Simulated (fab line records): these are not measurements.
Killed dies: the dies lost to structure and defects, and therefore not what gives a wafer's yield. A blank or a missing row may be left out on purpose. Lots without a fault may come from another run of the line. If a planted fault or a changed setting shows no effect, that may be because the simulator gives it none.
Which tool did it? | flow gf180mcu | 6 lots with 18 wafers sampled at 3 steps, on a route of 602 steps

== WHAT THE GAUGES READ, wafer by wafer ==
GF_MVSD_OVL_MEAS_07.
lot  | measured    | on         | MVSD_OVL (nm)
L818 | day 4 21:55 | overlay-01 | -0.6 0.1 0.6
L822 | day 5 21:49 | overlay-02 | - - -
L831 | day 7 23:46 | overlay-01 | 0.1 -1.8 -1.7
L833 | day 8 13:13 | overlay-02 | -2.0 -1.5 -1.9
L836 | day 9 07:37 | overlay-01 | 1.1 -0.1 1.0
L838 | day 9 17:01 | overlay-01 | -1.7 -0.4 -1.0

== EACH LOT AND THE TOOL THAT RAN IT (in order: tool; ch and the chambers of the sampled wafers; start) ==
lot  | GF_STI_STRIP_15                    | GF_MVSD_EXPOSE_04
L818 | plasmaAsher-04 ch 0,1, day 2 12:17 | ilineStepper-01 ch 0, day 4 14:47
L822 | plasmaAsher-04 ch 1, day 3 08:32   | ilineStepper-02 ch 0, day 5 14:53
L831 | plasmaAsher-04 ch 0,1, day 5 07:04 | ilineStepper-02 ch 0, day 7 16:34
L833 | plasmaAsher-04 ch 0, day 5 18:11   | ilineStepper-01 ch 0, day 8 05:08
L836 | plasmaAsher-01 ch 0,1, day 6 09:41 | ilineStepper-02 ch 0, day 8 23:34
L838 | plasmaAsher-03 ch 0,1, day 6 18:52 | ilineStepper-01 ch 0, day 9 08:25
- GF_STI_STRIP_15: strips in O2/N2.
- GF_MVSD_EXPOSE_04: exposes mask MVSD, target cd 1000 nm.

== THE ANSWER, worked out from the rows above alone ==
Rule: what is usual is taken from the lots themselves. The widest of any qualifying gaps counts: lots, ordered by their means at a reading, are off when they make up no more than a third of the lots, leave a main group of 4 or more, and stand apart from it by 3 or more times the standard deviation of that group's means. A main group whose means are all the same, to the digits that the tables above print for the reading, isn't used. A lot without any number at a reading at which 4 lots or more have one is off too. Where the step has rows for the other lots, those lots are counted as sound.
Off: at GF_MVSD_OVL_MEAS_07 (MVSD_OVL), L822. Without a number there: L822. The main group: mean -0.7 nm, standard deviation 0.88.
A tool fits if, at a process step before that reading, it ran every lot that is off, and no sound lot after the first of them. Gauges at GF_MVSD_OVL_MEAS_07: tried the same way as those tools. No candidate that was tried fits.

== WHAT WAS PUT IN BY THE SIMULATOR ==
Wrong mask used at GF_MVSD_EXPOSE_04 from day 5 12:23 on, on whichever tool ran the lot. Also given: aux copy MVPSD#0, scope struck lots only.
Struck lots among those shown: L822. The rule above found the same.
